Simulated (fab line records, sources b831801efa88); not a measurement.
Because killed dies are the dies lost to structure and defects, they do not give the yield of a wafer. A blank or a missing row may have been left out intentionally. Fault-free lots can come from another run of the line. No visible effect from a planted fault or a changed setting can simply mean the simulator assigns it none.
A single fault, viewed from 2 desks || flow gf180mcu || numbers are kept per desk, each desk with only its own; the story behind them comes last

METROLOGY DESK
What the gauges read for every lot (on any tool): the sampled wafers with a number, averaged. Marked OUT: a lot whose mean sits more than 4 standard deviations from the usual mean, which makes it out of limits; the brackets give that distance.
Columns: A = HV_LDD_3_TW at GF_HV_LDD_TW_MEAS_38, usual 1461; B = SALICIDE_TIN_RS at GF_SALICIDE_RS_MEAS_04, usual 16.35 ohm/sq; C = SALICIDE_TIN_THK at GF_SALICIDE_THK_MEAS_05, usual 19.83 nm
{"lot": "L640", "first seen here": "day 12 04:27", "A": 1482, "B": 16.53, "C": 19.58}
{"lot": "L641", "first seen here": "day 12 20:15", "A": 1457, "B": 16.51, "C": 19.81}
{"lot": "L644", "first seen here": "day 13 13:03", "A": 1451, "B": 16.06, "C": 20.09}
{"lot": "L647", "first seen here": "day 14 13:13", "A": 1455, "B": 16.63, "C": 19.59}
{"lot": "L648", "first seen here": "day 14 21:05", "A": 1462, "B": 16.39, "C": 19.56}
{"lot": "L649", "first seen here": "day 15 08:00", "A": 1465, "B": 16.02, "C": 19.46}
{"lot": "L650", "first seen here": "day 15 14:17", "A": 1465, "B": 16.58, "C": 19.89}
{"lot": "L651", "first seen here": "day 15 22:40", "A": 1466, "B": 16.07, "C": 20.02}
{"lot": "L655", "first seen here": "day 17 04:01", "A": 1453, "B": 17.25, "C": "16.27 (-16) OUT"}
{"lot": "L657", "first seen here": "day 17 19:26", "A": 1451, "B": "17.83 (+5.3) OUT", "C": "16.08 (-17) OUT"}
{"lot": "L662", "first seen here": "day 19 09:36", "A": 1460, "B": 16.39, "C": 19.92}
Finding of this desk: L655, L657 out of limits, first seen on L655 at day 21 12:19 (SALICIDE_TIN_THK at GF_SALICIDE_THK_MEAS_05). Within limits: L640, L641, L644, L647, L648, L649, L650, L651, L662.

AT THE TOOL OWNER'S DESK: pvd-sputter-01
The tool's own readings at GF_SALICIDE_SPUTTER_03 (material TiN, target thk 20 nm, time 16.7 s): means of the sampled wafers that have a number, for each lot that ran on this tool. Marked OUT: a lot whose mean sits more than 4 standard deviations from the usual mean, which makes it out of limits; the brackets give that distance.
Columns: A = cathode-dc-power-W at GF_SALICIDE_SPUTTER_03, usual 6500.0 W; B = throttle-valve-pct at GF_SALICIDE_SPUTTER_03, usual 30.5 %
{"lot": "L641", "first seen here": "day 16 17:32", "A": 6500.9, "B": 30.1}
{"lot": "L651", "first seen here": "day 20 01:19", "A": 6501.4, "B": 30.8}
{"lot": "L655", "first seen here": "day 21 09:44", "A": "5341.7 (-99 or more) OUT", "B": 30.2}
{"lot": "L657", "first seen here": "day 22 01:03", "A": "5341.5 (-99 or more) OUT", "B": 30.4}
Finding of this desk: L655, L657 out of limits; the first was L655 at day 21 09:44, on cathode-dc-power-W at GF_SALICIDE_SPUTTER_03. Within limits: L641, L651.

TAKEN TOGETHER
An alarm could have come from the tool owner's desk at day 21 09:44, on L655, L657.
Metrology desk: alarm possible at day 21 12:19 on L655, L657.
On pvd-sputter-01, each named lot ran GF_SALICIDE_SPUTTER_03.

WHAT THE SIMULATOR HAD PUT IN
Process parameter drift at GF_SALICIDE_SPUTTER_03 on pvd-sputter-01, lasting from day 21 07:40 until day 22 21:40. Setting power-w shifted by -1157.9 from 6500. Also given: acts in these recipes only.
Lots struck among those shown: L655, L657.
Time in hours from fault onset to the first out-of-limits reading at each desk: tool owner's desk 2, metrology desk 5.
